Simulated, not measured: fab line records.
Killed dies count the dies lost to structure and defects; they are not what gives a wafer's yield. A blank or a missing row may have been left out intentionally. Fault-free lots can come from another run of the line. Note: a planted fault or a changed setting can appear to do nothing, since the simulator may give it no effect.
Comparing a struck lot with a sound one :: flow sky130 :: 44 steps out of a route of 708
Sound: these wafers, L125.2, L125.3, L125.6. Wafers L136.1, L136.2, L136.4 were the ones struck. The cause is named last.
Per side, at each step with rows, come the tool, then ch with its chambers, and then its first start. Under that, the readings that differ: sound wafers :: struck wafers :: difference of the means :: sigmas: that difference in standard deviations of wafers without a fault.
alike: words and numbers the same on both sides, and readings whose means are apart by under 2 such deviations; not compared: readings that were withheld, readings missing a value for some wafer, numbers with overlapping values and no deviation given by the record, and bounds like >300 which may hide the same value.
Wherever a step has rows on one side only, a row that says differs or no value, or a row with sigmas, the two part there. Numbers that don't overlap but have no deviation are shown without sigmas and don't part them. Lack of a reading on every wafer of one side parts them only where that side has two or more wafers.

first, 2 steps without rows for these wafers: SKY_VIA3_CLEAN_18 (cleans in IPA, time 180 s); SKY_VIA3_CLEAN_19 (cleans in O3/DIW).
SKY_VIA3_SPUTTER_20: material TiN, target thk 20 nm, time 80 s.
  struck on pvdSputter-01, day 43 08:55; sound on pvdSputter-01, day 40 08:47
  alike: throttleValvePct
SKY_VIA3_CVD_21: deposits W, target thk 390 nm, time 117.31 s.
  sound on cvdW-02 ch 0,1, day 40 08:50; struck on cvdW-02 ch 0,1, day 43 08:58
  alike: heaterPowerW
SKY_VIA3_RS_MEAS_22: uses a four-point probe to measure.
  struck on filmMetro-01, day 43 09:05; sound on filmMetro-03, day 40 08:59
  alike: VIA3_W_RS
SKY_VIA3_THK_MEAS_23: measures by xrf.
  struck on filmMetro-01, day 43 09:13; sound on filmMetro-03, day 40 09:05
  alike: VIA3_W_THK
then, 2 steps without rows for these wafers: SKY_VIA3_CMP_24 (polishes, stops on SiO2, t overpolish 20 s, target thk 0 nm); SKY_METAL4_SPUTTER_00 (material Ti, target thk 15 nm, time 10 s).
SKY_METAL4_SPUTTER_01: material TiN, target thk 20 nm, time 16.7 s.
  struck on pvdSputter-03, day 43 09:36; sound on pvdSputter-03, day 40 09:28
  alike: throttleValvePct
SKY_METAL4_SPUTTER_02: material AlCu, target thk 735 nm, time 39.1 s.
  struck on pvdSputter-03, day 43 09:37; sound on pvdSputter-03, day 40 09:29
  alike: throttleValvePct
then, 1 step without rows for these wafers: SKY_METAL4_SPUTTER_03 (material Ti, target thk 5 nm, time 3.3 s).
SKY_METAL4_SPUTTER_04: material TiN, target thk 70 nm, time 58.3 s.
  struck on pvdSputter-03, day 43 09:41; sound on pvdSputter-03, day 40 09:33
  alike: throttleValvePct
SKY_CAP2M_CVD_00: deposits SiO2, target thk 15.5 nm.
  sound on pecvd-02 ch 0,1,2, day 40 09:36; struck on pecvd-02 ch 0,2, day 43 09:44
reading: model.SiO2_of_CAP2M_CVD_00.thkNm (nm)
sound: 15.01 14.9 15.06
struck: 13.35 12.97 13.6
difference: -1.68
sigmas: 
  alike: heaterPowerW
SKY_CAP2M_THK_MEAS_01:
  struck on filmMetro-03, day 43 09:45; sound on filmMetro-03, day 40 09:38
reading: CAP2M_CVD_00_THK (nm)
sound: 14.99 14.91 15.07
struck: 13.36 13.02 13.60
difference: -1.66
sigmas: -7
then, 1 step without rows for these wafers: SKY_CAP2M_SPUTTER_02 (material TiN, target thk 200 nm, time 166.7 s).
SKY_CAP2M_RS_MEAS_03: uses a four-point probe to measure.
  struck on filmMetro-01, day 43 09:55; sound on filmMetro-03, day 40 09:49
  alike: CAP2M_TIN_RS
SKY_CAP2M_THK_MEAS_04: measures by xrf.
  struck on filmMetro-01, day 43 10:02; sound on filmMetro-03, day 40 09:55
  alike: CAP2M_TIN_THK
then, 7 steps without rows for these wafers: SKY_CAP2M_DEHYDRATE_05 (time 60 s); SKY_CAP2M_HMDS_06 (prime time 60 s); SKY_CAP2M_COAT_07 (resist thk 1140 nm); SKY_CAP2M_SOFTBAKE_08 (time 60 s); SKY_CAP2M_EXPOSE_09 (exposes mask CAP2M, target cd 1000 nm); SKY_CAP2M_PEB_10; SKY_CAP2M_DEVELOP_11 (develop time 60 s).
SKY_CAP2M_OVL_MEAS_12:
  struck on overlay-01, day 44 08:26; sound on overlay-01, day 41 09:35
  alike: CAP2M_OVL
then, 13 steps without rows for these wafers: SKY_CAP2M_METAL_ETCH_13 (etches TiN in Cl2/BCl3, stops on SiO2, target depth 220 nm, time 62.9 s); SKY_CAP2M_STRIP_14 (strips in O2/N2); SKY_CAP2M_STRIP_15 (strips in post etch residue remover, time 1200 s); SKY_CAP2M_CLEAN_16 (cleans in IPA, time 180 s); SKY_CAP2M_CLEAN_17 (cleans in O3/DIW); SKY_METAL4_DEHYDRATE_05 (time 60 s); SKY_METAL4_HMDS_06 (prime time 60 s); SKY_METAL4_COAT_07 (resist thk 60 nm); SKY_METAL4_COAT_08 (resist thk 1140 nm); SKY_METAL4_SOFTBAKE_09 (time 90 s); SKY_METAL4_EXPOSE_10 (exposes mask MM4, target cd 300 nm); SKY_METAL4_PEB_11; SKY_METAL4_DEVELOP_12 (develop time 60 s).
SKY_METAL4_CD_MEAS_13 targets a cd of 300 nm.
  struck on cdSem-02, day 45 06:33; sound on cdSem-01, day 42 10:08
  alike: cdNm
SKY_METAL4_OVL_MEAS_14:
  struck on overlay-02, day 45 06:40; sound on overlay-02, day 42 10:15
  alike: METAL4_OVL
then, 2 steps without rows for these wafers: SKY_METAL4_DESCUM_15 (chemistry O2, time 8 s); SKY_METAL4_ETCH_16 (etches BARC in N2/H2, stops on SiO2, time 88.2 s, target depth 60 nm).
SKY_METAL4_ETCH_17: etches SiO2 in C4F8/O2/Ar, stops on TiN, time 3.9 s, target depth 15 nm.
  sound on rieDiel-04 ch 0,2,3, day 42 10:25; struck on rieDiel-04 ch 0,1,3, day 45 06:50
reading: oesProductAu (a.u.)
sound: 0.741 0.731 0.746
struck: 0.709 0.691 0.710
difference: -0.036
sigmas: -5
  not compared: rfHoursCounterH
-- the record jumps here: 4 days lie between the struck wafers' starts before and after (it left off in module METAL4 and takes up again in module PAD_OPEN, whose first step shown is number 708 of the route) --
SKY_PAD_OPEN_PROBE_99:
  struck on prober-01, day 48 21:29; sound on prober-02, day 46 10:38
reading: model.etest.capMim2.bvV (V)
sound: 13.49 13.51 13.23
struck: 11.77 11.48 11.92
difference: -1.69
sigmas: 

reading: model.etest.capMim2.leakLog10ACm2
sound: -8.897 -8.821 -8.923
struck: -8.395 -8.183 -8.163
difference: +0.633
sigmas: 

reading: model.etest.capMim2.cFfUm2
sound: 2.43 2.426 2.397
struck: 2.74 2.783 2.647
difference: +0.31
sigmas: 
  alike: defectLimitedYield, killed_at_M0_to_M3, killed_at_M4_up, killedAtContacts, killedAtFrontEnd, killedAtOther, killedDies, killedOnRim, killedOpen, killedShort, sort_bin_3_pad_short, sort_bin_5_function, sort_bin_6_memory, sortNPass, sortYieldPct

WHERE THEY PART
First at SKY_CAP2M_THK_MEAS_01; last, within this record, at SKY_METAL4_ETCH_17. Later steps at which nothing parts them and some readings are alike: SKY_PAD_OPEN_PROBE_99.

WHY: what had been put in by the simulator
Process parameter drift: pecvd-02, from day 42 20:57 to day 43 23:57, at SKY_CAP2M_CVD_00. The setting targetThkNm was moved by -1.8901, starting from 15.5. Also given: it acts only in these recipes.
